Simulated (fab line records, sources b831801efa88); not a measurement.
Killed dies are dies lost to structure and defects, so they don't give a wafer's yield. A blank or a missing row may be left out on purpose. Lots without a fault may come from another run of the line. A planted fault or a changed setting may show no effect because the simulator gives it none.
Which tool did it? | flow sky130 | 24 lots, 72 wafers sampled, at 5 steps of a route of 708

WHAT THE GAUGES READ, wafer by wafer
SKY_VT_ADJUST_LVTN_OVL_MEAS_18. Usual: VT_ADJUST_LVTN_01_OVL -0.4 nm, standard deviation 1.8.
lot  | measured     | on         | VT_ADJUST_LVTN_01_OVL (nm) | flag
L074 | day 7 23:02  | overlay-01 | -2.2 -1.9 0.6              |
L075 | day 8 03:06  | overlay-01 | -0.8 -0.4 0.3              |
L076 | day 8 11:01  | overlay-01 | -1.1 -1.9 -1.1             |
L077 | day 8 13:31  | overlay-02 | 1.4 2.1 -0.3               |
L078 | day 8 22:32  | overlay-02 | -0.2 -0.5 -0.3             |
L079 | day 9 03:29  | overlay-02 | 2.5 2.9 2.8                |
L080 | day 9 12:55  | overlay-01 | -3.1 -1.0 0.6              |
L081 | day 9 15:11  | overlay-01 | -3.0 -3.3 -2.7             |
L082 | day 10 01:21 | overlay-02 | 1.0 0.1 -1.5               |
L083 | day 10 05:10 | overlay-01 | 0.4 -0.1 2.8               |
L084 | day 10 11:45 | overlay-01 | -0.5 -2.3 -1.6             |
L085 | day 10 16:11 | overlay-01 | 0.9 0.2 0.2                |
L086 | day 11 02:47 | overlay-02 | 0.0 1.3 0.4                |
L087 | day 11 07:41 | overlay-01 | -2.7 -2.9 -4.5             |
L088 | day 11 17:47 | overlay-01 | -1.3 0.7 0.1               |
L089 | day 11 21:41 | overlay-02 | 2.0 2.2 0.2                |
L090 | day 12 14:29 | overlay-01 | -0.4 -0.3 -1.5             |
L091 | day 12 17:20 | overlay-01 | -2.2 -2.6 -3.4             |
L093 | day 13 00:19 | overlay-01 | -1.3 -1.5 -1.0             |
L092 | day 13 00:37 | overlay-01 | 2.3 1.9 2.7                |
L094 | day 13 09:58 | overlay-01 | -1.8 -2.1 -2.0             |
L095 | day 13 22:01 | overlay-01 | 0.4 4.2 1.3                |
L096 | day 14 09:25 | overlay-02 | 0.6 -1.3 -1.7              |
L097 | day 14 18:54 | overlay-02 | 0.3 0.9 0.0                |

SKY_METAL4_OVL_MEAS_14. Usual: METAL4_OVL -3 nm, standard deviation 5.3.
lot  | measured     | on         | METAL4_OVL (nm) | flag
L074 | day 42 11:39 | overlay-02 | 2 0 1           |
L075 | day 42 07:58 | overlay-02 | -5 -6 -5        |
L076 | day 42 20:18 | overlay-01 | -2 -4 -4        |
L077 | day 43 00:33 | overlay-01 | -3 -8 -8        |
L078 | day 43 07:15 | overlay-02 | 0 -7 0          |
L079 | day 43 09:43 | overlay-02 | 1 -1 -5         |
L080 | day 43 19:59 | overlay-02 | -10 -7 -8       |
L081 | day 43 20:46 | overlay-01 | -7 -14 -11      |
L082 | day 44 05:10 | overlay-02 | -5 2 -1         |
L083 | day 44 11:56 | overlay-01 | 2 4 4           |
L084 | day 44 16:01 | overlay-02 | -9 -9 -9        |
L085 | day 45 01:12 | overlay-02 | -2 -2 -8        |
L086 | day 45 04:12 | overlay-02 | 8 3 5           |
L087 | day 45 10:58 | overlay-02 | -10 -3 -8       |
L088 | day 45 23:04 | overlay-01 | -8 -15 -8       |
L089 | day 45 23:55 | overlay-02 | 0 5 0           |
L090 | day 46 12:05 | overlay-02 | -1 -9 -4        |
L091 | day 46 15:50 | overlay-02 | -4 -8 6         |
L093 | day 46 20:06 | overlay-02 | -11 -3 -5       |
L092 | day 46 22:02 | overlay-02 | -2 -1 -1        |
L094 | day 47 01:56 | overlay-01 | -5 -8 -5        |
L095 | day 47 14:29 | overlay-02 | 5 7 4           |
L096 | day 47 22:33 | overlay-02 | -4 -5 -1        |
L097 | day 48 05:52 | overlay-01 | 6 1 -1          |

WHICH TOOL RAN EACH LOT (tool, then ch and the chambers of the sampled wafers, then the start)
lot  | SKY_VIA1_ETCH_14                   | SKY_VIA1_CMP_24               | SKY_METAL2_SPUTTER_03
L074 | rie_diel-02 ch 0,2,3, day 34 18:26 | cmp-02 ch 0,2,3, day 34 19:27 | pvd_sputter-03, day 34 19:49
L075 | rie_diel-04 ch 0,1,2, day 34 14:55 | cmp-02 ch 1,2, day 34 15:58   | pvd_sputter-03, day 34 16:20
L076 | rie_diel-04 ch 0,1,3, day 35 04:26 | cmp-02 ch 0,1,3, day 35 05:27 | pvd_sputter-01, day 35 05:49
L077 | rie_diel-03 ch 2,3, day 35 08:32   | cmp-01 ch 0,2, day 35 09:34   | pvd_sputter-02, day 35 09:56
L078 | rie_diel-03 ch 1,2,3, day 35 16:53 | cmp-02 ch 0,1,3, day 35 17:53 | pvd_sputter-02, day 35 18:16
L079 | rie_diel-04 ch 0,2,3, day 35 19:50 | cmp-01 ch 1,3, day 35 20:54   | pvd_sputter-03, day 35 21:13
L080 | rie_diel-04 ch 1,2, day 36 06:59   | cmp-01 ch 1,2,3, day 36 08:06 | pvd_sputter-02, day 36 08:23
L081 | rie_diel-02 ch 1,2,3, day 36 09:03 | cmp-02 ch 0,1,3, day 36 10:09 | pvd_sputter-01, day 36 10:25
L082 | rie_diel-03 ch 0,2,3, day 36 17:20 | cmp-02 ch 0,1,3, day 36 18:31 | pvd_sputter-01, day 36 18:44
L083 | rie_diel-02 ch 1,2,3, day 36 23:26 | cmp-01 ch 1,2,3, day 37 00:49 | pvd_sputter-03, day 37 01:11
L084 | rie_diel-02 ch 0,1,3, day 37 06:17 | cmp-01 ch 0,2,3, day 37 07:31 | pvd_sputter-03, day 37 07:47
L085 | rie_diel-03 ch 0,2, day 37 16:08   | cmp-02 ch 1,2,3, day 37 17:10 | pvd_sputter-03, day 37 17:32
L086 | rie_diel-04 ch 0,1, day 37 21:53   | cmp-01 ch 1,2, day 37 22:56   | pvd_sputter-02, day 37 23:16
L087 | rie_diel-04 ch 0,1,2, day 38 04:47 | cmp-02 ch 0,1,3, day 38 05:50 | pvd_sputter-03, day 38 06:10
L088 | rie_diel-04 ch 0,2, day 38 16:26   | cmp-02 ch 1,2, day 38 17:33   | pvd_sputter-03, day 38 17:55
L089 | rie_diel-04 ch 2,3, day 38 19:41   | cmp-02 ch 1,2,3, day 38 20:59 | pvd_sputter-03, day 38 21:13
L090 | rie_diel-04 ch 0,1,3, day 39 10:17 | cmp-02 ch 0,2,3, day 39 11:30 | pvd_sputter-02, day 39 11:43
L091 | rie_diel-03 ch 1,2, day 39 14:38   | cmp-01 ch 1,2, day 39 15:44   | pvd_sputter-02, day 39 16:03
L093 | rie_diel-03 ch 0,3, day 39 17:44   | cmp-02 ch 1,2,3, day 39 18:47 | pvd_sputter-02, day 39 19:10
L092 | rie_diel-04 ch 0,2,3, day 39 20:47 | cmp-02 ch 0,1, day 39 21:49   | pvd_sputter-02, day 39 22:12
L094 | rie_diel-02 ch 0,2,3, day 40 01:53 | cmp-02 ch 0,2,3, day 40 02:54 | pvd_sputter-01, day 40 03:16
L095 | rie_diel-04 ch 1,2, day 40 17:47   | cmp-02 ch 0,2,3, day 40 18:56 | pvd_sputter-01, day 40 19:13
L096 | rie_diel-02 ch 0,1,2, day 41 01:56 | cmp-01 ch 0,1,3, day 41 02:59 | pvd_sputter-03, day 41 03:22
L097 | rie_diel-03 ch 0,2, day 41 11:29   | cmp-02 ch 0,1, day 41 12:30   | pvd_sputter-01, day 41 12:52
- SKY_VIA1_ETCH_14: etches BARC in N2/H2, stops on SiO2, time 45.9 s, target depth 60 nm.
- SKY_VIA1_CMP_24: polishes, stops on SiO2, t overpolish 15 s, target thk 0 nm.
- SKY_METAL2_SPUTTER_03: material Ti, target thk 5 nm, time 3.3 s.

WHAT THE TOOLS THEMSELVES READ (means of the sampled wafers that have a number; where no wafer has one, the mark that the record gives instead)
SKY_VIA1_ETCH_14. Usual: drypump_motor_current_A 5.8 A, standard deviation 0.45; h2_flow_sccm 200.0 sccm, standard deviation 0.54; oes_product_au 0.855 a.u., standard deviation 0.0044; throttle_valve_pct 13.225 %, standard deviation 0.009.
lot  | tool        | drypump_motor_current_A (A) | h2_flow_sccm (sccm) | oes_product_au (a.u.) | throttle_valve_pct (%) | flag
L074 | rie_diel-02 | 6.1                         | 200.2               | 0.854                 | 13.225                 |
L075 | rie_diel-04 | 5.6                         | 200.6               | 0.856                 | 13.228                 |
L076 | rie_diel-04 | 5.6                         | 200.4               | 0.859                 | 13.226                 |
L077 | rie_diel-03 | 6.2                         | 200.2               | 0.856                 | 13.227                 |
L078 | rie_diel-03 | 5.8                         | 200.0               | 0.856                 | 13.221                 |
L079 | rie_diel-04 | 5.8                         | 199.4               | 0.854                 | 13.227                 |
L080 | rie_diel-04 | 5.6                         | 200.2               | 0.857                 | 13.224                 |
L081 | rie_diel-02 | 6.2                         | 199.4               | 0.853                 | 13.233                 |
L082 | rie_diel-03 | 6.1                         | 199.8               | 0.850                 | 13.223                 |
L083 | rie_diel-02 | 6.2                         | 200.3               | 0.853                 | 13.227                 |
L084 | rie_diel-02 | 6.3                         | 199.9               | 0.854                 | 13.223                 |
L085 | rie_diel-03 | 5.9                         | 200.1               | 0.857                 | 13.231                 |
L086 | rie_diel-04 | 5.6                         | 199.6               | 0.853                 | 13.219                 |
L087 | rie_diel-04 | 5.6                         | 199.5               | 0.855                 | 13.227                 |
L088 | rie_diel-04 | 5.8                         | 199.6               | 0.855                 | 13.224                 |
L089 | rie_diel-04 | 5.9                         | 200.3               | 0.858                 | 13.224                 |
L090 | rie_diel-04 | 5.6                         | 200.0               | 0.854                 | 13.219                 |
L091 | rie_diel-03 | 5.3                         | 200.5               | 0.853                 | 13.217                 |
L093 | rie_diel-03 | 6.0                         | 200.0               | 0.858                 | 13.226                 |
L092 | rie_diel-04 | 5.8                         | 199.9               | 0.857                 | 13.221                 |
L094 | rie_diel-02 | 6.1                         | 200.0               | 0.858                 | 13.220                 |
L095 | rie_diel-04 | 5.6                         | 199.8               | 0.853                 | 13.211                 |
L096 | rie_diel-02 | 6.3                         | 200.5               | 0.851                 | 13.233                 |
L097 | rie_diel-03 | 5.9                         | 200.2               | 0.853                 | 13.225                 |

SKY_VIA1_CMP_24. Usual: motor_current_A 11.4 A, standard deviation 1.2; overpolish_run_s 15.000 s, standard deviation 0.0095; time_to_endpoint_s 64.6 s, standard deviation 2.8.
lot  | tool   | motor_current_A (A) | overpolish_run_s (s) | time_to_endpoint_s (s) | flag
L074 | cmp-02 | 11.1                | 14.989               | 65.6                   |
L075 | cmp-02 | 13.0                | 15.004               | 64.7                   |
L076 | cmp-02 | 11.1                | 15.003               | 66.2                   |
L077 | cmp-01 | 10.6                | 14.999               | 66.7                   |
L078 | cmp-02 | 11.4                | 15.003               | 65.0                   |
L079 | cmp-01 | 11.6                | 15.000               | 66.3                   |
L080 | cmp-01 | 11.2                | 15.000               | 66.7                   |
L081 | cmp-02 | 10.6                | 14.998               | 65.5                   |
L082 | cmp-02 | 11.2                | 15.001               | 64.7                   |
L083 | cmp-01 | 11.4                | 14.998               | 67.3                   |
L084 | cmp-01 | 11.2                | 15.005               | 66.1                   |
L085 | cmp-02 | 12.5                | 15.006               | 62.2                   |
L086 | cmp-01 | 11.1                | 15.011               | 70.1                   |
L087 | cmp-02 | 11.1                | 15.007               | 64.4                   |
L088 | cmp-02 | 13.0                | 15.004               | 63.9                   |
L089 | cmp-02 | 12.6                | 15.004               | 62.6                   |
L090 | cmp-02 | 11.2                | 14.990               | 62.4                   |
L091 | cmp-01 | 11.2                | 14.999               | 65.2                   |
L093 | cmp-02 | 12.6                | 14.990               | 60.1                   |
L092 | cmp-02 | 11.8                | 15.004               | 64.8                   |
L094 | cmp-02 | 10.6                | 15.002               | 65.9                   |
L095 | cmp-02 | 11.0                | 15.003               | 58.3                   |
L096 | cmp-01 | 11.4                | 15.004               | 63.5                   |
L097 | cmp-02 | 11.9                | 14.997               | 67.0                   |

SKY_METAL2_SPUTTER_03. Usual: throttle_valve_pct 30.2 %, standard deviation 0.67.
lot  | tool           | throttle_valve_pct (%) | flag
L074 | pvd_sputter-03 | 30.3                   |
L075 | pvd_sputter-03 | 30.3                   |
L076 | pvd_sputter-01 | 30.3                   |
L077 | pvd_sputter-02 | 30.0                   |
L078 | pvd_sputter-02 | 30.1                   |
L079 | pvd_sputter-03 | 30.4                   |
L080 | pvd_sputter-02 | 30.2                   |
L081 | pvd_sputter-01 | 30.4                   |
L082 | pvd_sputter-01 | 30.6                   |
L083 | pvd_sputter-03 | 30.1                   |
L084 | pvd_sputter-03 | 30.0                   |
L085 | pvd_sputter-03 | 30.2                   |
L086 | pvd_sputter-02 | 29.9                   |
L087 | pvd_sputter-03 | 30.3                   |
L088 | pvd_sputter-03 | 30.2                   |
L089 | pvd_sputter-03 | 30.4                   |
L090 | pvd_sputter-02 | 30.8                   |
L091 | pvd_sputter-02 | 29.3                   |
L093 | pvd_sputter-02 | 29.2                   |
L092 | pvd_sputter-02 | 30.3                   |
L094 | pvd_sputter-01 | 30.6                   |
L095 | pvd_sputter-01 | 30.1                   |
L096 | pvd_sputter-03 | 30.0                   |
L097 | pvd_sputter-01 | 30.3                   |

THE ANSWER, worked out from the rows above alone
Rule: a lot is off if the mean of its wafers that have a number lies more than 3 standard deviations from the usual mean. A lot without any number at a reading at which 4 lots or more have one is off too. The other lots that the step has rows for count as sound. The gauges are gone through in route order, then the tools' own readings, and for those a lot's mean is taken as printed above. The first step at which some lot is off is used, and at that step the reading that is off furthest; a lot without a number counts as furthest.
No lot is off at any reading shown: from this, nothing can be told.

WHAT THE SIMULATOR HAD PUT IN
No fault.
